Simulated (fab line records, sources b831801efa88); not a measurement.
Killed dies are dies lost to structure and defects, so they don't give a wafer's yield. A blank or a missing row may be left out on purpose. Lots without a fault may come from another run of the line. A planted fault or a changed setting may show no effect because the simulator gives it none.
Problem report in the 8D (eight disciplines) form, filled by code | flow gf180mcu | the parts of the form that need people (team, actions taken, sign-off) are left out

1. THE PROBLEM
V5_W_RS at GF_V5_RS_MEAS_24 reads a mean of 0.4481 ohm/sq on 2 wafers of 1 lot; wafers without a fault read 0.3281 ohm/sq with a standard deviation of 0.0028. That is +43 standard deviations from the usual mean.
The step: measures by four-point-probe.
First seen on wafer L343.2, day 30 19:17, on film_metro-04. The record holds 33 wafers of 11 lots with a number at this step. Rule for "out", or "out of limits": more than 4 standard deviations from the usual mean. The other wafers with a number count as sound.

2. WHAT IT IS AND WHAT IT IS NOT
question                    | is                | is not
which readings at this step | V5_W_RS           | -
which lots                  | L343              | L332, L333, L337, L340, L341, L346, L352, L353, L354, L355
which wafers of those lots  | L343.2, L343.5    | L343.1
read on which gauges        | film_metro-04     | film_metro-01, film_metro-03
when                        | from day 30 19:17 | up to then (16 sound wafers); but 15 sound wafers of L346, L352, L353, L354, L355 came after

3. SUSPECTS, AND WHAT RULES EACH OUT
Counting: a tool at a process step up to the reading stays a suspect if it ran every lot that is out. Sound lots after the first of them don't rule it out here, since some wafers of a struck lot are sound.
- the gauge at GF_V5_RS_MEAS_24: ruled out. All the wafers that are out were read on film_metro-04, but those of them that GF_V5_CMP_26 has rows for are out there too, on other tools.
- pvd_sputter-02 at GF_M4_SPUTTER_00 (material Ti, target thk 37.5 nm, time 150 s): kept. It ran the lot that is out, L343 (day 26 11:27); its last sound lot up to then is L340 (day 25 07:57).
- pvd_sputter-02 at GF_M4_SPUTTER_02 (material AlCu, target thk 450 nm, time 23.9 s): kept. It ran the lot that is out, L343 (day 26 11:35); its last sound lot up to then is L340 (day 25 08:05).
- cvd_w-01 at GF_V5_CVD_23 (deposits W, target thk 350 nm, time 104.9 s): kept. It ran the lot that is out, L343 (day 30 19:10); its last sound lot up to then is L341 (day 30 01:37).
- Within cvd_w-01 at GF_V5_CVD_23: the wafers that are out ran in chamber 1; their sound lot-mates ran in chamber 0.
Left after counting: pvd_sputter-02 at GF_M4_SPUTTER_00, pvd_sputter-02 at GF_M4_SPUTTER_02, cvd_w-01 at GF_V5_CVD_23.

4. THE CAUSE (what the simulator had put in)
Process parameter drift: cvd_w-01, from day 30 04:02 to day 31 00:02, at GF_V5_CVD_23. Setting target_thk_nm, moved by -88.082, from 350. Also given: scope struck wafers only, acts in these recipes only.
Counting left 3 suspects, and this tool is among them.

5. THE CHAIN OF EFFECTS, in route order
Each row: a reading whose mean over the struck wafers that have a number lies more than 3 standard deviations from the usual. Only readings for which the record gives a usual standard deviation are gone through. hours: the time from each lot's start at the first step in this table that gives one to its start at this step, as a median over the lots. sigmas: the change in usual standard deviations.
hours | step              | reading            | usual         | on struck wafers | change  | sigmas
0     | GF_V5_RS_MEAS_24  | V5_W_RS            | 0.3281 ohm/sq | 0.4481           | +0.1200 | +43
0     | GF_V5_THK_MEAS_25 | V5_W_THK           | 357 nm        | 262              | -95     | -24
0     | GF_V5_CMP_26      | time_to_endpoint_s | 85.4 s        | 66.2             | -19.2   | -7.4
The process steps in it:
- GF_V5_CMP_26: polishes, stops on SiO2, t overpolish 15 s, target thk 0 nm.

6. WHAT WOULD HAVE CAUGHT IT SOONER
In this record the first reading out of limits at a measuring or inspecting step was taken at day 30 19:17, 15 hours after the fault began at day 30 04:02.
Of the tool readings at GF_V5_CVD_23 for which the record gives a usual standard deviation, none was out on any struck wafer, so an alarm limit of 4 standard deviations on them would not have fired.
All the lots that are out (1) had begun GF_V5_CVD_23 on cvd_w-01 by day 30 19:17. A hold on the tool at that time would have spared none of them.
